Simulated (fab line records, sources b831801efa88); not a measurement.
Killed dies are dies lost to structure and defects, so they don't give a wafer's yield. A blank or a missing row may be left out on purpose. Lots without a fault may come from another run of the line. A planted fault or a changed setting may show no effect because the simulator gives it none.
Chamber matching | flow gf180mcu | GF_V3_CMP_04 on cmp-01: 4 sister chambers
The step polishes SiO2. 8 wafers are shown with their chamber, then 12 later ones without.

WAFERS WITH THEIR CHAMBER
wafer  | chamber | motor_current_A (A) | slurry_flow_ml_min
L085.1 | 0       | 11.3                | 149.7
L086.3 | 1       | 11.8                | 150.1
L087.3 | 0       | 10.9                | 150.5
L088.2 | 2       | 10.4                | 149.7
L088.3 | 1       | 11.6                | 150.2
L089.2 | 3       | 12.5                | 149.6
L089.3 | 2       | 11.2                | 149.4
L089.5 | 3       | 13.1                | 149.7

WAFERS WITHOUT THEIR CHAMBER
wafer  | motor_current_A (A) | slurry_flow_ml_min
L090.2 | 11.2                | 150.3
L090.3 | 11.0                | 150.3
L090.5 | 11.3                | 149.8
L091.2 | 13.3                | 149.7
L091.4 | 11.0                | 148.7
L091.5 | 10.8                | 149.7
L093.1 | 10.8                | 150.2
L093.3 | 10.8                | 149.5
L093.4 | 13.3                | 150.7
L096.2 | 13.1                | 149.7
L096.4 | 11.7                | 150.8
L096.5 | 13.0                | 150.7

WHICH CHAMBER EACH WENT THROUGH
wafer  | from the rows above          | in truth
L090.2 | can't be placed: 0 or 1 or 2 | 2
L090.3 | can't be placed: 0 or 1 or 2 | 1
L090.5 | can't be placed: 0 or 2 or 1 | 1
L091.2 | 3                            | 3
L091.4 | can't be placed: 2 or 0      | 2
L091.5 | can't be placed: 2 or 0      | 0
L093.1 | can't be placed: 0 or 2 or 1 | 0
L093.3 | can't be placed: 2 or 0      | 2
L093.4 | can't be placed: 3 or 1      | 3
L096.2 | 3                            | 3
L096.4 | can't be placed: 1 or 0      | 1
L096.5 | can't be placed: 3 or 1 or 0 | 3
Placed correctly: 2 of 12. Can't be placed from these rows: 10 (the true chamber is among the candidates in 10). Placed wrongly: 0.
How it was worked out, from the rows above alone: a wafer's distance from a chamber is the root of the sum, over the readings, of the square of ((its reading less the chamber's mean) divided by the reading's scatter). The wafer belongs to the nearest chamber; if the next one is less than 2 further off, it can't be placed. A chamber's mean is the mean of its shown wafers. The scatter: the root of (the sum of the squares of (reading less its chamber's mean) over the shown wafers, divided by (wafers less chambers)).
